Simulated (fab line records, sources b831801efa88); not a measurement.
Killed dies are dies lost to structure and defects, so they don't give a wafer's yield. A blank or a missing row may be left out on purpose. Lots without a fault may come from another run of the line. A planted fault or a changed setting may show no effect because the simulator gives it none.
One fault seen from 2 desks | flow sky130 | each desk has only its own numbers; what lay behind them comes last

THE METROLOGY DESK
What the gauges read, lot by lot, whatever tool the lot ran on: means of the sampled wafers that have a number. A lot is out of limits, marked OUT, if its mean lies more than 4 standard deviations from the usual mean; the brackets give that distance.
Columns: A = DNWELL_TW at SKY_DNWELL_TW_MEAS_09, usual 1105; B = PWDE_OVL at SKY_PWDE_OVL_MEAS_07, usual 0.0 nm
lot  | first seen here | A    | B
L230 | day 4 01:29     | 1109 | 0.3
L231 | day 4 05:47     | 1114 | 0.5
L234 | day 4 22:06     | 1113 | 0.8
L238 | day 5 19:49     | 1115 | -1.4
L246 | day 7 18:53     | 1090 | 1.9
L248 | day 8 08:36     | 1085 | 0.3
This desk's finding: nothing out of limits on any of the 6 lots.

THE TOOL OWNER'S DESK: implanter-01
The tool's own readings at SKY_PWDE_IMPLANT_08: means of the sampled wafers that have a number, for each lot that ran on this tool. A lot is out of limits, marked OUT, if its mean lies more than 4 standard deviations from the usual mean; the brackets give that distance.
Columns: A = beam_energy_keV at SKY_PWDE_IMPLANT_08, usual 150.00
lot  | first seen here | A
L231 | day 4 23:31     | 149.98
L234 | day 5 15:55     | 172.30 (+99 or more) OUT
L238 | day 6 14:20     | 172.23 (+99 or more) OUT
This desk's finding: out of limits on L234, L238; first on L234, day 5 15:55 (beam_energy_keV at SKY_PWDE_IMPLANT_08). In limits: L231.

PUT TOGETHER
The tool owner's desk could have raised an alarm at day 5 15:55, on L234, L238.
The metrology desk saw nothing out of limits.
The metrology desk has L234, L238 on record, within its limits.
Of the lots named, all ran SKY_PWDE_IMPLANT_08 on implanter-01.

WHAT THE SIMULATOR HAD PUT IN
Process parameter drift: implanter-01, from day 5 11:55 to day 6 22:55, at SKY_PWDE_IMPLANT_08. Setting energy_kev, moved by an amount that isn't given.
Lots struck among those shown: L234, L238.
Hours from the fault's start to each desk's first reading out of limits: the tool owner's desk, 4.
